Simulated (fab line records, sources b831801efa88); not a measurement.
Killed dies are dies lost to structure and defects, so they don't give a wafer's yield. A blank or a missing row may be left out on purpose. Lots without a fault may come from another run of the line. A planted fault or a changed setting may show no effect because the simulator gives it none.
fab line records | flow gf180mcu
record lots=5 wafers=15 last_day=33
route steps=602 shown STI@13 DNWELL@32 NWELL@42 LVPWELL@54
lots that met no fault: from a run of the same line without faults
start_h: hours from the record's first day to the start of the lot's first wafer shown | wait_h: hours since the lot's step before | " the same as in the row above | L1.1+2: a row that stands for several wafers | - no value, or no start given | * or withheld: withheld | < > ~ a bound
route shown NAME@n: a module of which the file shows steps, and the number in the route of the first | usual: mean/standard deviation of fault-free wafers | same: alike in all rows | chamber/n: place in a boat | sites: the reading at each site | _std_site: their standard deviation | _edge_site: outer sites' mean less inner sites' | radius_mm: how far each site lies from the wafer's centre | mask NAME#n: copy n | behind: the tool/chamber that last shaped the wafer | hold: why the lot was held/for how many hours/how that ended | device: the transistor (n, p or np) that didn't switch | end of line: the same wafers' tests at the end of the route | a step without rows: its recipe alone | killed: dies lost to structure and defects at the first sort, not the wafer's yield | map: a wafer's dies, x killed, . not, _ none there
set.NAME: the setting as run; set.NAME@STEP: as run at that earlier step | model.NAME: the simulator's own value behind a step, which no gauge read
lots at some steps of the route; a table a step, a row a wafer
services: from which hour (start_h, from the record's first day; less than 0 if before it) a tool's chamber was out of use, for how many hours, and why
## steps
# step GF_STI_CD_MEAS_12
# recipe target_cd_nm=220
# usual cd_nm=219.9/1.5
# columns lot.wafer tool chamber start_h wait_h cd_nm
L075.2 cd_sem-02 - 32.10 0.1 220.3
L075.5 " - " " 220.2
L075.6 " - " " 219.1
L080.1 cd_sem-01 - 57.62 0.1 219.0
L080.2 " - " " 218.3
L080.4 " - " " 219.5
L084.2 cd_sem-02 - 77.89 0.1 220.3
L084.3 " - " " 221.5
L084.4 " - " " 221.8
L085.1 cd_sem-01 - 81.43 0.1 220.0
L085.2 " - " " 219.7
L085.4 " - " " 221.3
L094.1 cd_sem-01 - 130.22 0.1 219.3
L094.2 " - " " 218.2
L094.3 " - " " 219.3
# step GF_STI_ETCH_13
# recipe chemistry=CHF3/O2 stop_on=Si over_etch_frac=0.3 target_depth_a=2823.1 source_w=600 bias_w=200 pressure_mtorr=40 chf3_flow_sccm=50 O2_flow_sccm=5 time_s=112.9
# usual drypump_motor_current_A=5.8/0.55 oes_product_au=0.833/0.0065 throttle_valve_pct=8.811/0.0092
# same time_s=112.9
# columns lot.wafer tool chamber start_h wait_h drypump_motor_current_A oes_product_au rf_hours_counter_h throttle_valve_pct
L075.2 rie_diel-03 1 32.20 0.1 5.5 0.842 70 8.818
L075.5 " 3 " " 4.7 0.836 - 8.830
L075.6 " 0 " " 6.4 0.841 - 8.809
L080.1 rie_diel-03 0 57.74 0.1 6.4 0.836 5 8.810
L080.2 " 1 " " 5.5 0.835 71 8.802
L080.4 " 3 " " 4.7 0.831 4 8.815
L084.2 rie_diel-03 0 77.99 0.1 6.4 0.839 5 8.808
L084.3 " 1 " " 5.5 0.836 72 8.813
L084.4 " 3 " " 4.7 0.830 4 8.816
L085.1 rie_diel-03 1 81.55 0.1 5.5 0.830 72 8.817
L085.2 " 3 " " 4.7 0.825 4 8.814
L085.4 " 0 " " 6.4 0.828 6 8.814
L094.1 rie_diel-01 1 130.34 0.1 5.1 0.839 79 8.814
L094.2 " 3 " " 6.4 0.829 8 8.809
L094.3 " 0 " " 5.6 0.839 81 8.811
# step GF_STI_ETCH_14
# recipe target=Si chemistry=HBr/Cl2/O2 target_depth_nm=360 icp_w=600 bias_w=150 pressure_mtorr=15 HBr_flow_sccm=150 Cl2_flow_sccm=40 O2_flow_sccm=6 time_s=104.3
# usual drypump_motor_current_A=5.7/0.33 oes_product_au=0.993/0.011 throttle_valve_pct=25.660/0.012
# same time_s=104.3
# columns lot.wafer tool chamber start_h wait_h drypump_motor_current_A oes_product_au rf_hours_counter_h throttle_valve_pct
L075.2 rie_si-01 2 32.28 0.0 6.3 0.996 124 25.656
L075.5 " 1 " " 5.8 0.984 - 25.665
L075.6 " 3 " " 5.4 1.001 - 25.659
L080.1 rie_si-01 2 57.82 0.0 6.4 1.002 124 25.651
L080.2 " 0 " " 5.4 0.991 2 25.655
L080.4 " 3 " " 5.4 0.996 116 25.657
L084.2 rie_si-01 0 78.06 0.0 5.5 0.997 3 25.663
L084.3 " 3 " " 5.4 0.995 116 25.642
L084.4 " 2 " " 6.3 0.990 124 25.651
L085.1 rie_si-02 3 81.63 0.0 5.7 1.000 2 25.652
L085.2 " 2 " " 6.1 0.975 44 25.665
L085.4 " 1 " " 5.5 1.025 0 25.626
L094.1 rie_si-02 2 130.42 0.0 6.1 0.980 45 25.681
L094.2 " 3 " " 5.7 0.998 2 25.653
L094.3 " 1 " " 5.6 1.012 1 25.645
# step GF_STI_STRIP_15
# recipe chemistry=O2/N2 power_w=1400 pressure_mtorr=1500 platen_temp_c=250 o2_flow_sccm=3000 n2_flow_sccm=300 overash_fraction=0.5
# usual drypump_motor_current_A=5.5/0.34 heater_power_w=321/18 oes_product_au=0.383/0.005 strip_time_to_endpoint_s=3.71/0.046
# columns lot.wafer tool chamber start_h wait_h drypump_motor_current_A heater_power_w oes_product_au rf_hours_counter_h strip_time_to_endpoint_s
L075.2 plasma_asher-03 0 32.36 0.0 5.1 334 0.380 38 3.70
L075.5 " 0 " " 5.1 356 0.380 - 3.71
L075.6 " 1 " " 5.7 338 0.379 - 3.76
L080.1 plasma_asher-03 1 57.90 0.0 5.7 337 0.381 41 3.73
L080.2 " 0 " " 5.1 344 0.383 41 3.69
L080.4 " 0 " " 5.1 342 0.383 - 3.72
L084.2 plasma_asher-01 0 78.14 0.0 5.2 316 0.387 42 3.77
L084.3 " 0 " " 5.2 313 0.389 - 3.71
L084.4 " 1 " " 6.1 300 0.384 - 3.69
L085.1 plasma_asher-01 0 81.71 0.0 5.2 317 0.378 43 3.67
L085.2 " 1 " " 6.1 315 0.388 43 3.73
L085.4 " 1 " " 6.1 312 0.385 - 3.70
L094.1 plasma_asher-01 0 130.50 0.0 5.2 313 0.384 48 3.79
L094.2 " 1 " " 6.1 307 0.387 48 3.75
L094.3 " 0 " " 5.2 322 0.375 - 3.66
# step GF_STI_CLEAN_16
# recipe chemistry=dHF time_s=25 dilution=100:1
# same time_s=25
# columns lot.wafer tool chamber start_h wait_h
L075.2+5+6 wet_bench-03 3 32.46 0.1
L080.1+2+4 wet_bench-03 2 58.00 0.1
L084.2+3+4 wet_bench-03 1 78.24 0.1
L085.1+2+4 wet_bench-03 3 81.81 0.1
L094.1+2+3 wet_bench-03 2 130.60 0.1
# step GF_STI_WET_ETCH_17
# recipe chemistry=H3PO4 target_depth_nm=45 temp_c=160 target=Si3N4 time_s=514
# same time_s=514
# columns lot.wafer tool chamber start_h wait_h
L075.2+5+6 wet_bench-04 1 32.47 0.0
L080.1+2+4 wet_bench-03 0 58.01 0.0
L084.2+3+4 wet_bench-01 3 78.25 0.0
L085.1+2+4 wet_bench-01 1 81.82 0.0
L094.1+2+3 wet_bench-01 3 130.61 0.0
# step GF_STI_CLEAN_18
# recipe chemistry=SC1/SC2 mix=1:4:20 temp_c=70 time_s=150
# same time_s=150
# columns lot.wafer tool chamber start_h wait_h
L075.2+5+6 wet_bench-03 1 32.62 0.0
L080.1+2+4 wet_bench-01 0 58.18 0.0
L084.2+3+4 wet_bench-04 2 78.41 0.0
L085.1+2+4 wet_bench-03 0 81.97 0.0
L094.1+2+3 wet_bench-04 2 130.76 0.0
# step GF_STI_CLEAN_19
# recipe chemistry=dHF time_s=20.91 dilution=100:1
# same time_s=20.91
# columns lot.wafer tool chamber start_h wait_h
L075.2+5+6 wet_bench-01 1 32.67 0.0
L080.1+2+4 wet_bench-03 3 58.29 0.0
L084.2+3+4 wet_bench-03 0 78.46 0.0
L085.1+2+4 wet_bench-04 2 82.02 0.0
L094.1+2+3 wet_bench-03 3 130.81 0.0
# step GF_STI_WET_ETCH_20
# recipe chemistry=dHF dilution=100:1 target_depth_nm=20 temp_c=25 dry=ipa_marangoni target=SiO2 time_s=400
# same time_s=400
# columns lot.wafer tool chamber start_h wait_h
L075.2+5+6 wet_bench-04 0 32.69 0.0
L080.1+2+4 wet_bench-04 1 58.30 0.0
L084.2+3+4 wet_bench-01 2 78.47 0.0
L085.1+2+4 wet_bench-01 0 82.04 0.0
L094.1+2+3 wet_bench-01 3 130.83 0.0
# step GF_STI_OXIDATION_21
# recipe temp_c=1000 ambient=O2 stabilise_s=600 purge_s=300 target_thk_a=150 ox_time_s=458
# same ox_time_s=458 purge_s=300
# columns lot.wafer tool chamber start_h wait_h
L075.2+5+6 furnace-02 0 32.81 0.0
L080.1+2+4 furnace-01 0 59.34 0.9
L084.2+3+4 furnace-02 0 78.59 0.0
L085.1+2+4 furnace-02 0 82.21 0.1
L094.1+2+3 furnace-02 0 131.51 0.6
# step GF_STI_THK_MEAS_22
# recipe reads=SiO2_of_STI_OXIDATION_21
# usual STI_OXIDATION_01_THK=14.9/0.35
# columns lot.wafer tool chamber start_h wait_h STI_OXIDATION_01_THK[nm]
L075.2 film_metro-04 - 33.94 0.0 14.6
L075.5 " - " " 14.3
L075.6 " - " " 14.6
L080.1 film_metro-04 - 60.47 0.0 15.2
L080.2 " - " " 15.1
L080.4 " - " " 15.3
L084.2 film_metro-02 - 79.73 0.0 14.5
L084.3 " - " " 14.7
L084.4 " - " " 14.7
L085.1 film_metro-04 - 83.34 0.0 14.2
L085.2 " - " " 14.1
L085.4 " - " " 14.3
L094.1 film_metro-03 - 132.64 0.0 14.8
L094.2 " - " " 14.8
L094.3 " - " " 15.0
# step GF_STI_CVD_23
# recipe material=SiO2 target_thk_nm=650 sigma_open_frac=0.3 time_s=108.3 temp_c=600 sih4_flow_sccm=60 pressure_mtorr=6
# same time_s=108.3
# columns lot.wafer tool chamber start_h wait_h
L075.2+5+6 hdpcvd-02 0,1,0 33.99 0.0
L080.1+2+4 hdpcvd-02 1,0,2 60.53 0.1
L084.2+3+4 hdpcvd-01 0,2,0 79.78 0.0
L085.1+2+4 hdpcvd-02 0,1,1 83.40 0.1
L094.1+2+3 hdpcvd-02 1,2,0 132.70 0.1
# step GF_STI_THK_MEAS_24
# recipe reads=SiO2_of_STI_CVD_23
# usual STI_CVD_23_THK=654/7.2
# columns lot.wafer tool chamber start_h wait_h STI_CVD_23_THK[nm]
L075.2 film_metro-03 - 34.12 0.1 659
L075.5 " - " " 655
L075.6 " - " " 653
L080.1 film_metro-03 - 60.61 0.0 651
L080.2 " - " " 659
L080.4 " - " " 653
L084.2 film_metro-03 - 79.87 0.0 649
L084.3 " - " " 650
L084.4 " - " " 659
L085.1 film_metro-03 - 83.52 0.1 657
L085.2 " - " " 646
L085.4 " - " " 651
L094.1 film_metro-02 - 132.78 0.0 666
L094.2 " - " " 663
L094.3 " - " " 664
# step GF_STI_CMP_25
# recipe stop_on=Si3N4 t_overpolish_s=33 down_force_psi=4 platen_rpm=60 target_thk_nm=524.6 pad_velocity_m_s=0.94248
# usual motor_current_A=12.2/1 overpolish_run_s=33.000/0.0091 platen_rpm=60.00/0.039 time_to_endpoint_s=123/6.2
# columns lot.wafer tool chamber start_h wait_h motor_current_A overpolish_run_s platen_rpm time_to_endpoint_s
L075.2 cmp-01 2 34.17 0.0 13.2 33.018 60.01 117
L075.5 " 2 " " 12.2 32.988 60.03 115
L075.6 " 3 " " 13.9 33.003 59.97 116
L080.1 cmp-01 1 60.72 0.1 10.6 32.993 59.98 115
L080.4 " 2 " " 12.2 32.986 59.94 118
L080.2 " 3 " " 13.3 32.997 60.06 118
L084.2 cmp-02 3 79.92 0.0 12.7 33.003 60.03 124
L084.4 " 0 " " 13.6 32.995 59.95 125
L084.3 " 2 " " 11.3 32.986 60.03 125
L085.2 cmp-01 3 83.58 0.0 12.7 33.007 59.98 119
L085.1 " 1 " " 10.7 33.002 59.93 120
L085.4 " 2 " " 12.8 33.006 60.06 119
L094.3 cmp-01 1 132.89 0.1 11.7 33.000 60.02 117
L094.2 " 2 " " 11.3 33.011 60.03 124
L094.1 " 3 " " 12.2 33.006 59.93 118
# step GF_STI_WET_ETCH_26
# recipe chemistry=dHF target_depth_nm=94 target=SiO2 temp_c=25 dilution=10:1 time_s=188
# same time_s=188
# columns lot.wafer tool chamber start_h wait_h
L075.2+5+6 wet_bench-01 1 34.47 0.2
L080.1+2+4 wet_bench-01 0 60.97 0.2
L084.2+3+4 wet_bench-04 3 80.22 0.2
L085.1+2+4 wet_bench-01 0 83.88 0.1
L094.1+2+3 wet_bench-03 0 133.14 0.1
# step GF_STI_WET_ETCH_27
# recipe chemistry=H3PO4 target_depth_nm=160 target=Si3N4 temp_c=160 time_s=1825
# same time_s=1825
# columns lot.wafer tool chamber start_h wait_h
L075.2+5+6 wet_bench-04 1 34.53 0.0
L080.1+2+4 wet_bench-03 1 61.11 0.0
L084.2+3+4 wet_bench-01 1 80.28 0.0
L085.1+2+4 wet_bench-03 3 83.94 0.0
L094.1+2+3 wet_bench-01 2 133.20 0.0
# step GF_STI_WET_ETCH_28
# recipe chemistry=dHF target_depth_nm=20 dry=ipa_marangoni target=SiO2 temp_c=25 dilution=10:1 time_s=40
# same time_s=40
# columns lot.wafer tool chamber start_h wait_h
L075.2+5+6 wet_bench-03 2 35.04 0.0
L080.1+2+4 wet_bench-01 1 61.63 0.0
L084.2+3+4 wet_bench-04 2 80.80 0.0
L085.1+2+4 wet_bench-04 0 84.45 0.0
L094.1+2+3 wet_bench-03 0 133.71 0.0
# step GF_STI_OXIDATION_29
# recipe temp_c=900 ambient=O2 stabilise_s=600 purge_s=300 target_thk_a=100 ox_time_s=1418
# same ox_time_s=1418 purge_s=300
# columns lot.wafer tool chamber start_h wait_h
L075.2+5+6 furnace-02 0 35.06 0.0
L080.1+2+4 furnace-02 0 61.67 0.0
L084.2+3+4 furnace-02 0 80.82 0.0
L085.1+2+4 furnace-01 0 84.47 0.0
L094.1+2+3 furnace-02 0 133.73 0.0
# step GF_STI_THK_MEAS_30
# recipe reads=SiO2_of_STI_OXIDATION_29
# usual STI_OXIDATION_02_THK=9.91/0.19
# columns lot.wafer tool chamber start_h wait_h STI_OXIDATION_02_THK[nm]
L075.2 film_metro-04 - 36.47 0.0 10.03
L075.5 " - " " 10.01
L075.6 " - " " 9.98
L080.1 film_metro-04 - 63.06 0.0 9.97
L080.2 " - " " 10.10
L080.4 " - " " 10.03
L084.2 film_metro-02 - 82.22 0.0 9.86
L084.3 " - " " 9.99
L084.4 " - " " 9.95
L085.1 film_metro-04 - 85.87 0.0 9.72
L085.2 " - " " 9.77
L085.4 " - " " 9.91
L094.1 film_metro-04 - 135.13 0.0 9.52
L094.2 " - " " 9.52
L094.3 " - " " 9.63
# step GF_DNWELL_DEHYDRATE_00
# recipe temp_c=200 time_s=60
# same time_s=60
# columns lot.wafer tool chamber start_h wait_h
L075.2+5+6 litho_track-04 0 42.09 5.6
L080.1+2+4 litho_track-03 0 69.42 6.4
L084.2+3+4 litho_track-04 0 87.69 5.5
L085.1+2+4 litho_track-04 0 92.02 6.1
L094.1+2+3 litho_track-03 0 142.32 7.2
# step GF_DNWELL_HMDS_01
# recipe prime_time_s=60 prime_temp_c=120
# columns lot.wafer tool chamber start_h wait_h
L075.2+5+6 litho_track-04 0 42.24 0.1
L080.1+2+4 litho_track-03 0 69.57 0.1
L084.2+3+4 litho_track-04 0 87.84 0.1
L085.1+2+4 litho_track-04 0 92.17 0.1
L094.1+2+3 litho_track-03 0 142.47 0.1
# step GF_DNWELL_COAT_02
# recipe spin_rpm=2000 resist_thk_nm=3000
# columns lot.wafer tool chamber start_h wait_h
L075.2+5+6 litho_track-04 0 42.39 0.1
L080.1+2+4 litho_track-03 0 69.72 0.1
L084.2+3+4 litho_track-04 0 87.99 0.1
L085.1+2+4 litho_track-04 0 92.32 0.1
L094.1+2+3 litho_track-03 0 142.62 0.1
# step GF_DNWELL_SOFTBAKE_03
# recipe temp_c=110 time_s=withheld
# columns lot.wafer tool chamber start_h wait_h
L075.2+5+6 litho_track-04 0 42.55 0.1
L080.1+2+4 litho_track-03 0 69.87 0.1
L084.2+3+4 litho_track-04 0 88.15 0.1
L085.1+2+4 litho_track-04 0 92.47 0.1
L094.1+2+3 litho_track-03 0 142.77 0.1
# step GF_DNWELL_EXPOSE_04
# recipe mask_id=DNWELL target_cd_nm=1700 na=0.6 source_shape=conventional sigma_outer=0.6 dose_mj=260
# usual stage_vel_mm_s=499.94/0.27
# columns lot.wafer tool chamber start_h wait_h mask stage_vel_mm_s
L075.2 iline_stepper-01 0 - - DNWELL#0 499.87
L075.5 " 0 " " DNWELL#0 499.63
L075.6 " 0 " " DNWELL#0 499.88
L080.1 iline_stepper-01 0 - - DNWELL#0 500.31
L080.2 " 0 " " DNWELL#0 500.07
L080.4 " 0 " " DNWELL#0 499.97
L084.2 iline_stepper-01 0 - - DNWELL#0 499.39
L084.3 " 0 " " DNWELL#0 499.70
L084.4 " 0 " " DNWELL#0 499.86
L085.1 iline_stepper-02 0 - - DNWELL#0 499.58
L085.2 " 0 " " DNWELL#0 499.83
L085.4 " 0 " " DNWELL#0 499.70
L094.1 iline_stepper-02 0 - - DNWELL#0 500.17
L094.2 " 0 " " DNWELL#0 500.06
L094.3 " 0 " " DNWELL#0 499.92
# step GF_DNWELL_PEB_05
# recipe temp_c=115 time_s=withheld
# columns lot.wafer tool chamber start_h wait_h
L075.2+5+6 litho_track-04 0 - -
L080.1+2+4 litho_track-04 0 - -
L084.2+3+4 litho_track-01 0 - -
L085.1+2+4 litho_track-01 0 - -
L094.1+2+3 litho_track-04 0 - -
# step GF_DNWELL_DEVELOP_06
# recipe wall_angle_deg=90 develop_time_s=60 dev_temp_c=23
# columns lot.wafer tool chamber start_h wait_h
L075.2+5+6 litho_track-04 0 - -
L080.1+2+4 litho_track-04 0 - -
L084.2+3+4 litho_track-01 0 - -
L085.1+2+4 litho_track-01 0 - -
L094.1+2+3 litho_track-04 0 - -
# step GF_DNWELL_IMPLANT_07
# recipe species=P energy_kev=1500 dose_cm2=1e+13 tilt_deg=0
# columns lot.wafer tool chamber start_h wait_h
L075.2+5+6 implanter-02 0 48.84 -
L080.1+2+4 implanter-04 0 76.27 -
L084.2+3+4 implanter-03 0 95.33 -
L085.1+2+4 implanter-04 0 99.66 -
L094.1+2+3 implanter-03 0 150.76 -
# step GF_DNWELL_STRIP_08
# recipe chemistry=O2/N2 power_w=1400 pressure_mtorr=1500 platen_temp_c=250 o2_flow_sccm=3000 n2_flow_sccm=300 overash_fraction=0.5
# usual drypump_motor_current_A=5.35/0.28 heater_power_w=329/25 oes_product_au=0.722/0.0049 strip_time_to_endpoint_s=36.96/0.098
# columns lot.wafer tool chamber start_h wait_h drypump_motor_current_A heater_power_w oes_product_au rf_hours_counter_h strip_time_to_endpoint_s
L075.2 plasma_asher-03 0 48.97 0.1 5.10 342 0.726 40 36.88
L075.5 " 1 " " 5.70 333 0.730 - 36.95
L075.6 " 0 " " 5.10 341 0.724 - 36.85
L080.1 plasma_asher-02 1 76.42 0.1 4.91 341 0.714 40 36.93
L080.2 " 0 " " 5.47 281 0.728 40 36.89
L080.4 " 0 " " 5.45 279 0.726 - 36.87
L084.2 plasma_asher-03 0 95.46 0.1 5.09 347 0.733 45 36.87
L084.3 " 1 " " 5.70 316 0.721 - 36.84
L084.4 " 0 " " 5.12 341 0.711 - 36.95
L085.1 plasma_asher-03 1 99.81 0.1 5.70 328 0.729 45 36.96
L085.2 " 0 " " 5.13 354 0.722 45 37.02
L085.4 " 1 " " 5.69 336 0.726 - 37.06
L094.1 plasma_asher-02 0 150.91 0.1 5.43 291 0.722 4 37.14
L094.2 " 1 " " 4.92 366 0.721 4 37.19
L094.3 " 1 " " 4.95 361 0.726 - 37.07
# step GF_DNWELL_TW_MEAS_09
# usual DNWELL_TW=1353/11
# columns lot.wafer tool chamber start_h wait_h DNWELL_TW
L075.2 film_metro-01 - 49.08 0.1 1358
L075.5 " - " " 1363
L075.6 " - " " 1354
L080.1 film_metro-01 - 76.52 0.1 1349
L080.2 " - " " 1343
L080.4 " - " " 1349
L084.2 film_metro-04 - 95.57 0.1 1370
L084.3 " - " " 1370
L084.4 " - " " 1370
L085.1 film_metro-03 - 99.91 0.1 1343
L085.2 " - " " 1343
L085.4 " - " " 1347
L094.1 film_metro-04 - 151.01 0.1 1385
L094.2 " - " " 1384
L094.3 " - " " 1387
# step GF_NWELL_DEHYDRATE_00
# recipe temp_c=200 time_s=60
# same time_s=60
# columns lot.wafer tool chamber start_h wait_h
L075.2+5+6 litho_track-02 0 54.96 5.9
L080.1+2+4 litho_track-04 0 83.07 6.5
L084.2+3+4 litho_track-01 0 102.13 6.6
L085.1+2+4 litho_track-02 0 105.98 6.1
L094.1+2+3 litho_track-04 0 158.51 7.5
# step GF_NWELL_HMDS_01
# recipe prime_time_s=60 prime_temp_c=120
# columns lot.wafer tool chamber start_h wait_h
L075.2+5+6 litho_track-02 0 55.11 0.1
L080.1+2+4 litho_track-04 0 83.22 0.1
L084.2+3+4 litho_track-01 0 102.28 0.1
L085.1+2+4 litho_track-02 0 106.13 0.1
L094.1+2+3 litho_track-04 0 158.66 0.1
# step GF_NWELL_COAT_02
# recipe spin_rpm=2000 resist_thk_nm=3000
# columns lot.wafer tool chamber start_h wait_h
L075.2+5+6 litho_track-02 0 55.26 0.1
L080.1+2+4 litho_track-04 0 83.37 0.1
L084.2+3+4 litho_track-01 0 102.43 0.1
L085.1+2+4 litho_track-02 0 106.28 0.1
L094.1+2+3 litho_track-04 0 158.81 0.1
# step GF_NWELL_SOFTBAKE_03
# recipe temp_c=110 time_s=withheld
# columns lot.wafer tool chamber start_h wait_h
L075.2+5+6 litho_track-02 0 55.42 0.1
L080.1+2+4 litho_track-04 0 83.52 0.1
L084.2+3+4 litho_track-01 0 102.59 0.1
L085.1+2+4 litho_track-02 0 106.43 0.1
L094.1+2+3 litho_track-04 0 158.96 0.1
# step GF_NWELL_EXPOSE_04
# recipe mask_id=Nwell target_cd_nm=860 na=0.6 source_shape=conventional sigma_outer=0.6 dose_mj=260
# usual stage_vel_mm_s=500.02/0.24
# columns lot.wafer tool chamber start_h wait_h mask stage_vel_mm_s
L075.2 iline_stepper-01 0 - - Nwell#0 499.90
L075.5 " 0 " " Nwell#0 499.99
L075.6 " 0 " " Nwell#0 500.04
L080.1 iline_stepper-01 0 - - Nwell#0 499.87
L080.2 " 0 " " Nwell#0 499.91
L080.4 " 0 " " Nwell#0 499.79
L084.2 iline_stepper-02 0 - - Nwell#0 500.44
L084.3 " 0 " " Nwell#0 500.05
L084.4 " 0 " " Nwell#0 500.51
L085.1 iline_stepper-02 0 - - Nwell#0 500.11
L085.2 " 0 " " Nwell#0 500.06
L085.4 " 0 " " Nwell#0 500.16
L094.1 iline_stepper-01 0 - - Nwell#0 500.31
L094.2 " 0 " " Nwell#0 500.35
L094.3 " 0 " " Nwell#0 500.28
# step GF_NWELL_PEB_05
# recipe temp_c=115 time_s=withheld
# columns lot.wafer tool chamber start_h wait_h
L075.2+5+6 litho_track-04 0 - -
L080.1+2+4 litho_track-01 0 - -
L084.2+3+4 litho_track-04 0 - -
L085.1+2+4 litho_track-04 0 - -
L094.1+2+3 litho_track-02 0 - -
# step GF_NWELL_DEVELOP_06
# recipe wall_angle_deg=90 develop_time_s=60 dev_temp_c=23
# columns lot.wafer tool chamber start_h wait_h
L075.2+5+6 litho_track-04 0 - -
L080.1+2+4 litho_track-01 0 - -
L084.2+3+4 litho_track-04 0 - -
L085.1+2+4 litho_track-04 0 - -
L094.1+2+3 litho_track-02 0 - -
# step GF_NWELL_OVL_MEAS_07
# usual NWELL_OVL=0.9/1.5
# columns lot.wafer tool chamber start_h wait_h NWELL_OVL[nm]
L075.2 overlay-02 - 61.47 - 0.9
L075.5 " - " " 3.0
L075.6 " - " " 1.1
L080.1 overlay-02 - 89.96 - -1.4
L080.2 " - " " -1.8
L080.4 " - " " 0.4
L084.2 overlay-01 - 109.67 - 2.5
L084.3 " - " " 2.3
L084.4 " - " " 2.9
L085.1 overlay-01 - 113.87 - 3.4
L085.2 " - " " 4.0
L085.4 " - " " 4.1
L094.1 overlay-01 - 167.13 - 2.7
L094.2 " - " " 1.9
L094.3 " - " " 1.2
# step GF_NWELL_IMPLANT_08
# recipe species=P energy_kev=450 dose_cm2=1.5e+13 tilt_deg=0
# columns lot.wafer tool chamber start_h wait_h
L075.2+5+6 implanter-04 0 61.53 0.0
L080.1+2+4 implanter-02 0 89.99 0.0
L084.2+3+4 implanter-02 0 109.73 0.0
L085.1+2+4 implanter-01 0 113.90 0.0
L094.1+2+3 implanter-02 0 167.17 0.0
# step GF_NWELL_IMPLANT_09
# recipe species=P energy_kev=161.9 dose_cm2=4e+12 tilt_deg=0
# columns lot.wafer tool chamber start_h wait_h
L075.2+5+6 implanter-04 0 61.68 0.1
L080.1+2+4 implanter-02 0 90.14 0.1
L084.2+3+4 implanter-02 0 109.88 0.1
L085.1+2+4 implanter-01 0 114.05 0.1
L094.1+2+3 implanter-02 0 167.32 0.1
# step GF_NWELL_STRIP_10
# recipe chemistry=O2/N2 power_w=1400 pressure_mtorr=1500 platen_temp_c=250 o2_flow_sccm=3000 n2_flow_sccm=300 overash_fraction=0.5
# usual drypump_motor_current_A=5.49/0.28 heater_power_w=310/18 oes_product_au=0.723/0.0043 strip_time_to_endpoint_s=36.95/0.12
# columns lot.wafer tool chamber start_h wait_h drypump_motor_current_A heater_power_w oes_product_au rf_hours_counter_h strip_time_to_endpoint_s
L075.2 plasma_asher-04 1 61.80 0.1 5.41 283 0.729 28 36.71
L075.5 " 1 " " 5.39 289 0.724 - 36.83
L075.6 " 0 " " 5.49 323 0.722 - 36.81
L080.1 plasma_asher-01 0 90.29 0.1 5.25 330 0.723 44 36.92
L080.2 " 1 " " 6.06 313 0.723 44 36.84
L080.4 " 1 " " 6.09 308 0.720 - 36.93
L084.2 plasma_asher-04 1 110.00 0.1 5.38 289 0.723 33 37.07
L084.3 " 1 " " 5.40 289 0.722 - 36.91
L084.4 " 0 " " 5.50 328 0.727 - 36.91
L085.1 plasma_asher-04 1 114.20 0.1 5.40 286 0.722 33 36.98
L085.2 " 0 " " 5.48 323 0.717 33 37.00
L085.4 " 0 " " 5.48 330 0.722 - 36.87
L094.1 plasma_asher-04 1 167.47 0.1 5.39 287 0.736 40 37.06
L094.2 " 0 " " 5.50 328 0.723 40 37.18
L094.3 " 0 " " 5.49 326 0.725 - 37.20
# step GF_NWELL_TW_MEAS_11
# usual NWELL_TW=1577/7.8
# columns lot.wafer tool chamber start_h wait_h NWELL_TW
L075.2 film_metro-01 - 61.91 0.1 1588
L075.5 " - " " 1580
L075.6 " - " " 1575
L080.1 film_metro-02 - 90.39 0.1 1577
L080.2 " - " " 1574
L080.4 " - " " 1569
L084.2 film_metro-03 - 110.11 0.1 1567
L084.3 " - " " 1565
L084.4 " - " " 1562
L085.1 film_metro-02 - 114.30 0.1 1586
L085.2 " - " " 1585
L085.4 " - " " 1587
L094.1 film_metro-01 - 167.57 0.1 1583
L094.2 " - " " 1577
L094.3 " - " " 1573
# step GF_LVPWELL_DEHYDRATE_00
# recipe temp_c=200 time_s=60
# same time_s=60
# columns lot.wafer tool chamber start_h wait_h
L075.2+5+6 litho_track-03 0 68.20 6.3
L080.1+2+4 litho_track-02 0 96.38 6.0
L084.2+3+4 litho_track-01 0 116.88 6.8
L085.1+2+4 litho_track-02 0 120.43 6.1
L094.1+2+3 litho_track-03 0 175.27 7.7
# step GF_LVPWELL_HMDS_01
# recipe prime_time_s=60 prime_temp_c=120
# columns lot.wafer tool chamber start_h wait_h
L075.2+5+6 litho_track-03 0 68.35 0.1
L080.1+2+4 litho_track-02 0 96.53 0.1
L084.2+3+4 litho_track-01 0 117.03 0.1
L085.1+2+4 litho_track-02 0 120.58 0.1
L094.1+2+3 litho_track-03 0 175.42 0.1
# step GF_LVPWELL_COAT_02
# recipe spin_rpm=2000 resist_thk_nm=3000
# columns lot.wafer tool chamber start_h wait_h
L075.2+5+6 litho_track-03 0 68.50 0.1
L080.1+2+4 litho_track-02 0 96.68 0.1
L084.2+3+4 litho_track-01 0 117.18 0.1
L085.1+2+4 litho_track-02 0 120.73 0.1
L094.1+2+3 litho_track-03 0 175.57 0.1
# step GF_LVPWELL_SOFTBAKE_03
# recipe temp_c=110 time_s=withheld
# columns lot.wafer tool chamber start_h wait_h
L075.2+5+6 litho_track-03 0 68.66 0.1
L080.1+2+4 litho_track-02 0 96.83 0.1
L084.2+3+4 litho_track-01 0 117.34 0.1
L085.1+2+4 litho_track-02 0 120.88 0.1
L094.1+2+3 litho_track-03 0 175.72 0.1
## services
# columns tool chamber start_h hours kind
implanter-04 - 11.27 4.3 pm
hdpcvd-02 2 16.83 21.5 repair
iline_stepper-02 - 17.65 1.7 pm
rie_diel-03 - 36.35 2.8 pm
cmp-01 - 36.56 3.1 repair
implanter-02 - 54.36 17.9 pm
cmp-01 - 55.45 0.8 repair
rie_diel-03 3 58.89 6.4 repair
hdpcvd-02 2 63.47 21.9 repair
implanter-04 - 83.02 3.6 repair
furnace-02 - 96.59 11.6 pm
hdpcvd-02 - 102.00 2.3 repair
plasma_asher-01 - 102.06 2.0 repair
plasma_asher-03 - 117.90 15.6 pm
implanter-04 - 125.86 22.6 pm
furnace-02 - 135.13 3.9 pm
iline_stepper-01 - 139.97 8.9 pm
implanter-02 - 149.00 2.0 repair
implanter-04 - 149.77 6.3 pm
cmp-01 - 152.90 0.7 repair
iline_stepper-01 - 153.86 0.6 repair
iline_stepper-01 - 157.57 0.6 repair
rie_diel-03 3 160.76 4.7 repair
iline_stepper-01 - 170.34 2.7 repair
## key
fault none
